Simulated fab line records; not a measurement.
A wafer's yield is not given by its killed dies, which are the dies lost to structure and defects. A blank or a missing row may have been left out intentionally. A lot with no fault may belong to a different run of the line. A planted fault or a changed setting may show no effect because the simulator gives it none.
One fault through the eyes of 2 desks -- flow sky130 -- numbers are kept per desk, each desk with only its own; the story behind them comes last

## METROLOGY DESK
What the gauges read for every lot (on any tool): the sampled wafers with a number, averaged. If a lot's mean is further than 4 standard deviations from the usual mean, the lot is out of limits and carries the mark OUT (the distance appears in the brackets).
Columns: A = LDD_HVP_OVL at SKY_LDD_HVP_OVL_MEAS_07, usual -0.3 nm
lot,first seen here,A
L852,day 21 01:02,-0.6
L853,day 21 17:05,1.8
L854,day 24 00:19,-0.4
L856,day 24 00:37,-0.2
L859,day 24 05:46,0.4
L861,day 24 18:59,-0.6
L863,day 25 12:14,-0.8
L864,day 25 16:14,0.0
L865,day 25 21:46,-0.5
L870,day 28 04:55,-1.0
L874,day 29 08:01,-0.6
L875,day 29 09:58,-0.8
This desk's finding: nothing out of limits on any of the 12 lots.

## TOOL OWNER'S DESK, plasma_asher-01
The tool's own readings at SKY_LDD_LDN_STRIP_12 (strips in O2/N2): means of the sampled wafers that have a number, for each lot that ran on this tool. If a lot's mean is further than 4 standard deviations from the usual mean, the lot is out of limits and carries the mark OUT (the distance appears in the brackets).
Columns: A = drypump_motor_current_A at SKY_LDD_LDN_STRIP_12, usual 5.8 A; B = n2_flow_sccm at SKY_LDD_LDN_STRIP_12, usual 300.1 sccm; C = oes_product_au at SKY_LDD_LDN_STRIP_12, usual 0.715 a.u.; D = strip_time_to_endpoint_s at SKY_LDD_LDN_STRIP_12, usual 14.18 s
lot,first seen here,A,B,C,D
L852,day 22 09:31,5.4,299.6,0.714,14.14
L865,day 27 03:14,5.4,299.3,0.939 (+50) OUT,-
L874,day 30 11:46,5.9,300.2,0.712,14.16
L875,day 30 14:31,5.5,300.6,0.715,14.22
This desk's verdict: out of limits on L865, starting with L865 at day 27 03:14 (oes_product_au at SKY_LDD_LDN_STRIP_12). Within limits: L852, L874, L875.

## BROUGHT TOGETHER
On L865, at day 27 03:14, an alarm was possible from the tool owner's desk.
Nothing out of limits was seen by the metrology desk.
The metrology desk holds a record of L865, inside its limits.
Of the lots named, all ran SKY_LDD_LDN_STRIP_12 on plasma_asher-01.

## WHAT WAS PUT IN BY THE SIMULATOR
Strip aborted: plasma_asher-01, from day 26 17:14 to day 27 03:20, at SKY_LDD_LDN_STRIP_12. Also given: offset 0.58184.
Struck lots among those shown: L865.
Hours from the fault's start to each desk's first reading out of limits: the tool owner's desk, 10.
